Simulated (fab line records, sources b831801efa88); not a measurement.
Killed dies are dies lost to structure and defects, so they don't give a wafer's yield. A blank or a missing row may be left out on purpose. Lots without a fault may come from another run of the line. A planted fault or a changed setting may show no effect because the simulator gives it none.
Which tool did it? | flow gf180mcu | 12 lots, 36 wafers sampled, at 1 step of a route of 602

WHAT THE GAUGES READ, wafer by wafer
GF_V1_BOW_MEAS_05.
lot  | measured     | on            | V1_BOW (um)
L075 | day 17 20:03 | film_metro-03 | 80 89 67
L077 | day 18 13:19 | film_metro-03 | 71 88 68
L079 | day 19 08:40 | film_metro-03 | 79 63 81
L081 | day 20 09:08 | film_metro-02 | 90 75 83
L083 | day 20 14:54 | film_metro-04 | 75 86 76
L085 | day 21 09:42 | film_metro-04 | 92 86 87
L087 | day 22 00:29 | film_metro-02 | 90 76 81
L089 | day 22 15:45 | film_metro-02 | 89 81 77
L091 | day 23 10:35 | film_metro-03 | 78 73 80
L093 | day 23 19:19 | film_metro-03 | 80 71 73
L095 | day 24 13:31 | film_metro-02 | 86 89 86
L097 | day 25 07:49 | film_metro-02 | 79 78 90

WHICH TOOL RAN EACH LOT (tool, then ch and the chambers of the sampled wafers, then the start)
The record holds no process step before these readings.

THE ANSWER, worked out from the rows above alone
Rule: what is usual is taken from the lots themselves. Put in order of their means at a reading, lots are off if they are a third of the lots or fewer, leave a main group of 4 or more, and stand apart from it by a gap of 3 or more times the standard deviation of the main group's means; of several such gaps the widest counts. A main group whose means are all the same, to the digits that the tables above print for the reading, isn't used. A lot without any number at a reading at which 4 lots or more have one is off too. The other lots that the step has rows for count as sound.
No lot is off at any reading shown: from this, nothing can be told.

WHAT THE SIMULATOR HAD PUT IN
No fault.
